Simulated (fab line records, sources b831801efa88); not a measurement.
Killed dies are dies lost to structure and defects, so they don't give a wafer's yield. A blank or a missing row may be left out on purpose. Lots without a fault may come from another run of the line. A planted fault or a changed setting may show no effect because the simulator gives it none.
A struck lot beside a sound one | flow gf180mcu | 33 steps out of a route of 602
Sound: wafers L458.1, L458.2, L458.3. Struck: wafers L476.1, L476.3, L476.6. The cause comes at the end.
At each step with rows: each side's tool, then ch and its chambers, then its first start. Under that, the readings that differ: sound wafers | struck wafers | difference of the means | sigmas: that difference in standard deviations of wafers without a fault.
alike: readings whose means differ by less than 2 such deviations, and words and numbers that are the same on both sides. not compared: withheld readings, readings that some wafer has no value for, bounds like >300 that may hide the same value, and numbers for which the record gives no deviation and whose values overlap.
The two part at a step that has a row with sigmas, a row that says differs or no value, or rows on one side only. Numbers that don't overlap but have no deviation are shown without sigmas and don't part them. A reading that every wafer of one side lacks parts them only if that side has two wafers or more.

GF_HV_LDD_STRIP_22: strips in O2/N2.
  sound on plasma_asher-03 ch 0,1, day 11 13:14; struck on plasma_asher-03 ch 0, day 17 14:41
  reading                      | sound             | struck            | difference | sigmas
  heater_power_w (W)           | 319 375 367       | 306 302 299       | -51        | -2
  strip_time_to_endpoint_s (s) | 12.70 12.73 12.68 | 12.62 12.59 12.59 | -0.10      | -3
  alike: chamber_pressure_mTorr, drypump_motor_current_A, o2_flow_sccm, oes_product_au, platen_temp_c
  not compared: rf_hours_counter_h
GF_HV_LDD_TW_MEAS_23:
  sound on film_metro-01, day 11 13:20; struck on film_metro-03, day 17 14:47
  alike: HV_LDD_2_TW
then, 7 steps without rows for these wafers: GF_HV_LDD_DEHYDRATE_24 (time 60 s); GF_HV_LDD_HMDS_25 (prime time 60 s); GF_HV_LDD_COAT_26 (resist thk 1000 nm); GF_HV_LDD_SOFTBAKE_27 (time 60 s); GF_HV_LDD_EXPOSE_28 (exposes mask Nplus HV AREA, target cd 400 nm); GF_HV_LDD_PEB_29; GF_HV_LDD_DEVELOP_30 (develop time 60 s).
GF_HV_LDD_CD_MEAS_31: target cd 400 nm.
  sound on cd_sem-01, day 12 08:14; struck on cd_sem-02, day 18 14:38
  reading    | sound             | struck            | difference | sigmas
  cd_nm (nm) | 395.2 397.6 399.2 | 404.7 401.8 402.7 | +5.7       | +3
GF_HV_LDD_OVL_MEAS_32:
  sound on overlay-02, day 12 08:21; struck on overlay-01, day 18 14:45
  alike: HV_LDD_02_OVL
then, 1 step without rows for these wafers: GF_HV_LDD_IMPLANT_33.
GF_HV_LDD_IMPLANT_34:
  sound on implanter-03 ch 0, day 12 08:32; struck on implanter-02, day 18 14:56
  no value came back on the struck wafers for beam_energy_keV, beam_on_s (s), implant_ion_amu; on the sound wafers beam_energy_keV reads 59.994 59.982 60.001
then, 2 steps without rows for these wafers: GF_HV_LDD_IMPLANT_35; GF_HV_LDD_IMPLANT_36.
GF_HV_LDD_STRIP_37: strips in O2/N2.
  sound on plasma_asher-02 ch 0,1, day 12 08:59; struck on plasma_asher-03 ch 0,1, day 18 15:23
  alike: chamber_pressure_mTorr, drypump_motor_current_A, heater_power_w, o2_flow_sccm, oes_product_au, platen_temp_c, strip_time_to_endpoint_s
  not compared: rf_hours_counter_h
GF_HV_LDD_TW_MEAS_38:
  sound on film_metro-01, day 12 09:05; struck on film_metro-04, day 18 15:29
  reading     | sound          | struck         | difference | sigmas
  HV_LDD_3_TW | 1421 1421 1420 | 1337 1341 1331 | -84        | -4
then, 7 steps without rows for these wafers: GF_HV_LDD_DEHYDRATE_39 (time 60 s); GF_HV_LDD_HMDS_40 (prime time 60 s); GF_HV_LDD_COAT_41 (resist thk 1000 nm); GF_HV_LDD_SOFTBAKE_42 (time 60 s); GF_HV_LDD_EXPOSE_43 (exposes mask Pplus HV AREA, target cd 400 nm); GF_HV_LDD_PEB_44; GF_HV_LDD_DEVELOP_45 (develop time 60 s).
GF_HV_LDD_CD_MEAS_46: target cd 400 nm.
  sound on cd_sem-02, day 13 04:50; struck on cd_sem-01, day 19 15:04
  alike: cd_nm
GF_HV_LDD_OVL_MEAS_47:
  sound on overlay-02, day 13 04:57; struck on overlay-02, day 19 15:11
  alike: HV_LDD_03_OVL
then, 1 step without rows for these wafers: GF_HV_LDD_IMPLANT_48.
GF_HV_LDD_STRIP_49: strips in O2/N2.
  sound on plasma_asher-02 ch 0,1, day 13 05:08; struck on plasma_asher-04 ch 1, day 19 15:22
  alike: chamber_pressure_mTorr, drypump_motor_current_A, heater_power_w, o2_flow_sccm, oes_product_au, platen_temp_c, strip_time_to_endpoint_s
  not compared: rf_hours_counter_h
GF_HV_LDD_TW_MEAS_50:
  sound on film_metro-01, day 13 05:14; struck on film_metro-04, day 19 15:28
  alike: HV_LDD_4_TW
then, 1 step without rows for these wafers: GF_HV_LDD_CLEAN_51 (cleans in SC1/SC2, time 150 s).
GF_HV_LDD_RTA_52: time 10 s.
  sound on rtp_anneal-02 ch 0, day 13 05:21; struck on rtp_anneal-01 ch 0, day 19 15:35
  reading            | sound          | struck         | difference | sigmas
  lamp_power_pct (%) | 37.6 37.6 37.6 | 32.7 32.6 32.7 | -4.9       | -2
  alike: wafer_temp_C_max
GF_HV_LDD_RS_MEAS_53: measures by four-point-probe.
  sound on film_metro-01, day 13 05:25; struck on film_metro-01, day 19 15:39
  reading            | sound             | struck            | difference | sigmas
  HV_LDD_RS (ohm/sq) | 417.8 417.9 418.4 | 440.4 440.9 441.5 | +22.9      | +23
then, 1 step without rows for these wafers: GF_HV_LDD_CVD_54 (deposits SiO2 from TEOS, target thk 10 nm, time 75 s).

WHERE THEY PART
First at GF_HV_LDD_STRIP_22; last, within this record, at GF_HV_LDD_RS_MEAS_53.

WHY: what the simulator had put in
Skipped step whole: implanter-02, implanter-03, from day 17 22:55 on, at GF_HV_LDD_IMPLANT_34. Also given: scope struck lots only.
